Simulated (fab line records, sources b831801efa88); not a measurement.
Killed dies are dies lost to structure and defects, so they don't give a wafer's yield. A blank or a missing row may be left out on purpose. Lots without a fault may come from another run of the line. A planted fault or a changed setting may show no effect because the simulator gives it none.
Which tool did it? | flow sky130 | 14 lots, 42 wafers sampled, at 5 steps of a route of 708

WHAT THE GAUGES READ, wafer by wafer
SKY_VT_ADJUST_LVTN_TW_MEAS_21.
lot  | measured     | on            | VT_ADJUST_LVTN_2_TW
L354 | day 7 22:19  | film_metro-02 | 188.0 187.9 188.8
L355 | day 8 04:45  | film_metro-04 | 187.0 186.7 186.9
L358 | day 10 02:00 | film_metro-04 | 188.5 187.1 187.2
L359 | day 10 02:14 | film_metro-02 | 189.1 187.9 188.4
L360 | day 10 04:49 | film_metro-02 | 187.9 188.1 189.0
L361 | day 11 00:26 | film_metro-02 | 187.2 188.4 188.4
L363 | day 11 04:34 | film_metro-03 | 186.7 187.4 187.1
L365 | day 12 02:13 | film_metro-03 | 183.8 186.1 185.7
L366 | day 12 10:22 | film_metro-03 | 186.5 186.2 186.4
L367 | day 12 11:49 | film_metro-02 | 29.9 30.0 30.1
L369 | day 12 18:41 | film_metro-02 | 30.1 30.0 30.0
L368 | day 12 19:40 | film_metro-03 | 186.5 185.9 184.6
L371 | day 13 06:56 | film_metro-04 | 187.8 186.4 187.2
L373 | day 13 13:19 | film_metro-02 | 188.6 188.0 188.0

SKY_METAL2_OVL_MEAS_16.
lot  | measured     | on         | METAL2_OVL (nm)
L354 | day 35 13:56 | overlay-01 | 6 13 8
L355 | day 36 01:05 | overlay-02 | -5 5 3
L358 | day 37 23:10 | overlay-02 | 6 4 5
L359 | day 38 03:45 | overlay-01 | 2 6 7
L360 | day 38 01:19 | overlay-01 | -7 -4 -4
L361 | day 39 11:45 | overlay-01 | 5 3 4
L363 | day 39 07:22 | overlay-01 | 2 8 8
L365 | day 40 00:04 | overlay-01 | -2 -3 -1
L366 | day 40 11:08 | overlay-02 | 2 5 -2
L368 | day 40 22:29 | overlay-01 | 6 7 10
L371 | day 41 02:22 | overlay-02 | 11 1 7
L373 | day 41 13:13 | overlay-01 | 2 5 -2

SKY_VIA2_OVL_MEAS_13.
lot  | measured     | on         | VIA2_OVL (nm)
L354 | day 36 18:14 | overlay-02 | 6 -2 -4
L355 | day 37 05:23 | overlay-01 | 6 0 -9
L358 | day 39 02:57 | overlay-02 | -2 3 1
L359 | day 39 06:55 | overlay-02 | 0 -2 12
L360 | day 39 04:17 | overlay-02 | -2 5 4
L361 | day 40 14:02 | overlay-02 | -7 -8 1
L363 | day 40 10:18 | overlay-02 | -4 -11 -4
L365 | day 41 01:36 | overlay-01 | -1 -6 -7
L366 | day 41 12:56 | overlay-01 | 1 -5 1
L368 | day 42 01:12 | overlay-02 | 2 -2 -3
L371 | day 42 03:20 | overlay-01 | 6 4 6
L373 | day 42 14:33 | overlay-01 | -11 0 1

WHICH TOOL RAN EACH LOT (tool, then ch and the chambers of the sampled wafers, then the start)
lot  | SKY_VT_ADJUST_LVTN_IMPLANT_19   | SKY_CONTACT_ETCH_16
L354 | implanter-01 ch 0, day 7 22:04  | rie_diel-02 ch 1,2,3, day 32 00:56
L355 | implanter-04 ch 0, day 8 04:30  | rie_diel-03 ch 2,3, day 32 11:25
L358 | implanter-04 ch 0, day 10 01:45 | rie_diel-02 ch 0,1,3, day 34 10:29
L359 | implanter-02 ch 0, day 10 02:01 | rie_diel-02 ch 0,1, day 34 15:28
L360 | implanter-04 ch 0, day 10 04:31 | rie_diel-02 ch 0,1,3, day 34 12:55
L361 | implanter-01 ch 0, day 11 00:11 | rie_diel-01 ch 2,3, day 36 00:23
L363 | implanter-04 ch 0, day 11 04:19 | rie_diel-01 ch 0,1, day 35 19:55
L365 | implanter-02 ch 0, day 12 01:58 | rie_diel-02 ch 1,2,3, day 36 13:50
L366 | implanter-01 ch 0, day 12 10:08 | rie_diel-03 ch 1,2, day 37 00:08
L367 | implanter-02, day 12 11:34      | -
L369 | implanter-04, day 12 18:28      | -
L368 | implanter-04 ch 0, day 12 19:25 | rie_diel-03 ch 0,1,2, day 37 13:59
L371 | implanter-01 ch 0, day 13 06:41 | rie_diel-01 ch 0,2,3, day 37 19:56
L373 | implanter-04 ch 0, day 13 13:05 | rie_diel-02 ch 0,3, day 38 05:43
- SKY_VT_ADJUST_LVTN_IMPLANT_19
- SKY_CONTACT_ETCH_16: etches BARC in N2/H2, stops on SiO2, time 45.9 s, target depth 60 nm.

WHAT THE TOOLS THEMSELVES READ (means of the sampled wafers that have a number; where no wafer has one, the mark that the record gives instead)
SKY_VT_ADJUST_LVTN_IMPLANT_19.
lot  | tool         | beam_energy_keV | beam_on_s (s)
L354 | implanter-01 | 29.998          | 10.12
L355 | implanter-04 | 29.989          | 9.84
L358 | implanter-04 | 29.993          | 9.95
L359 | implanter-02 | 30.002          | 10.00
L360 | implanter-04 | 30.002          | 10.03
L361 | implanter-01 | 29.991          | 9.75
L363 | implanter-04 | 29.988          | 10.06
L365 | implanter-02 | 30.003          | 9.91
L366 | implanter-01 | 29.992          | 10.14
L367 | implanter-02 | -               | -
L369 | implanter-04 | -               | -
L368 | implanter-04 | 29.996          | 10.03
L371 | implanter-01 | 30.002          | 10.16
L373 | implanter-04 | 29.995          | 9.89

SKY_CONTACT_ETCH_16.
lot  | tool        | chamber_pressure_mTorr (mTorr) | drypump_motor_current_A (A) | n2_flow_sccm (sccm) | oes_product_au (a.u.) | throttle_valve_pct (%)
L354 | rie_diel-02 | 30.01                          | 6.2                         | 100.2               | 0.852                 | 13.220
L355 | rie_diel-03 | 29.99                          | 5.8                         | 100.4               | 0.857                 | 13.232
L358 | rie_diel-02 | 29.99                          | 5.9                         | 100.0               | 0.852                 | 13.229
L359 | rie_diel-02 | 30.01                          | 5.6                         | 100.2               | 0.852                 | 13.227
L360 | rie_diel-02 | 29.97                          | 5.9                         | 100.0               | 0.855                 | 13.223
L361 | rie_diel-01 | 30.01                          | 5.9                         | 99.8                | 0.852                 | 13.221
L363 | rie_diel-01 | 30.02                          | 5.7                         | 100.1               | 0.857                 | 13.225
L365 | rie_diel-02 | 29.98                          | 6.2                         | 99.8                | 0.856                 | 13.230
L366 | rie_diel-03 | 29.98                          | 5.3                         | 99.8                | 0.858                 | 13.224
L368 | rie_diel-03 | 30.01                          | 5.4                         | 100.0               | 0.859                 | 13.221
L371 | rie_diel-01 | 30.01                          | 5.8                         | 99.8                | 0.855                 | 13.227
L373 | rie_diel-02 | 29.98                          | 5.6                         | 100.1               | 0.848                 | 13.225

THE ANSWER, worked out from the rows above alone
Rule: what is usual is taken from the lots themselves. Put in order of their means at a reading, lots are off if they are a third of the lots or fewer, leave a main group of 4 or more, and stand apart from it by a gap of 3 or more times the standard deviation of the main group's means; of several such gaps the widest counts. A main group whose means are all the same, to the digits that the tables above print for the reading, isn't used. A lot without any number at a reading at which 4 lots or more have one is off too. The other lots that the step has rows for count as sound. The gauges are gone through in route order, then the tools' own readings, and for those a lot's mean is taken as printed above. The first step at which some lot is off is used, and at that step the reading that is off furthest; a lot without a number counts as furthest.
Off: L367, L369, at SKY_VT_ADJUST_LVTN_TW_MEAS_21 (VT_ADJUST_LVTN_2_TW). The main group: mean 187.3, standard deviation 1.
A tool fits if, at a process step before that reading, it ran every lot that is off, and no sound lot after the first of them. The gauges at SKY_VT_ADJUST_LVTN_TW_MEAS_21 aren't tried: what is off there is off at SKY_VT_ADJUST_LVTN_IMPLANT_19 too, on other tools, and a gauge's error can't cause that. None of those tried fits.

WHAT THE SIMULATOR HAD PUT IN
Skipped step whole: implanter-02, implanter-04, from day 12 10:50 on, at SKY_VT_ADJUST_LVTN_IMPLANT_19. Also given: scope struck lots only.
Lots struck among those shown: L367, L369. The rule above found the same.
